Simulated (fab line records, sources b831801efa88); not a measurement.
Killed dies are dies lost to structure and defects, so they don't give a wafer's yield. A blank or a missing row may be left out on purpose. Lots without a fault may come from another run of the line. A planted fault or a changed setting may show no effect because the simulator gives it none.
Chamber matching | flow sky130 | SKY_VIA4_CMP_21 on cmp-01: 4 sister chambers
The step polishes, stops on SiO2, t overpolish 25 s, target thk 0 nm. 8 wafers are shown with their chamber, then 7 later ones without.

WAFERS WITH THEIR CHAMBER
wafer  | chamber | motor_current_A (A) | time_to_endpoint_s (s)
L310.1 | 0       | 10.6                | 117
L313.1 | 2       | 11.1                | 110
L313.6 | 3       | 9.4                 | 118
L315.2 | 1       | 13.4                | 116
L315.5 | 1       | 13.7                | 119
L315.6 | 2       | 12.0                | 118
L316.4 | 3       | 9.2                 | 118
L316.5 | 0       | 10.3                | 122

WAFERS WITHOUT THEIR CHAMBER
wafer  | motor_current_A (A) | time_to_endpoint_s (s)
L316.6 | 9.5                 | 122
L319.1 | 9.2                 | 114
L319.2 | 10.7                | 119
L319.5 | 12.3                | 116
L321.1 | 11.1                | 122
L321.3 | 13.2                | 122
L321.4 | 10.2                | 127

WHICH CHAMBER EACH WENT THROUGH
wafer  | from the rows above     | in truth
L316.6 | can't be placed: 3 or 0 | 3
L319.1 | 3                       | 3
L319.2 | 0                       | 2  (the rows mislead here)
L319.5 | can't be placed: 2 or 1 | 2
L321.1 | can't be placed: 0 or 2 | 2
L321.3 | 1                       | 1
L321.4 | can't be placed: 0 or 3 | 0
Placed correctly: 2 of 7. Can't be placed from these rows: 4 (the true chamber is among the candidates in 4). Placed wrongly: 1.
How it was worked out, from the rows above alone: a wafer's distance from a chamber is the root of the sum, over the readings, of the square of ((its reading less the chamber's mean) divided by the reading's scatter). The wafer belongs to the nearest chamber; if the next one is less than 2 further off, it can't be placed. A chamber's mean is the mean of its shown wafers. The scatter: the root of (the sum of the squares of (reading less its chamber's mean) over the shown wafers, divided by (wafers less chambers)).
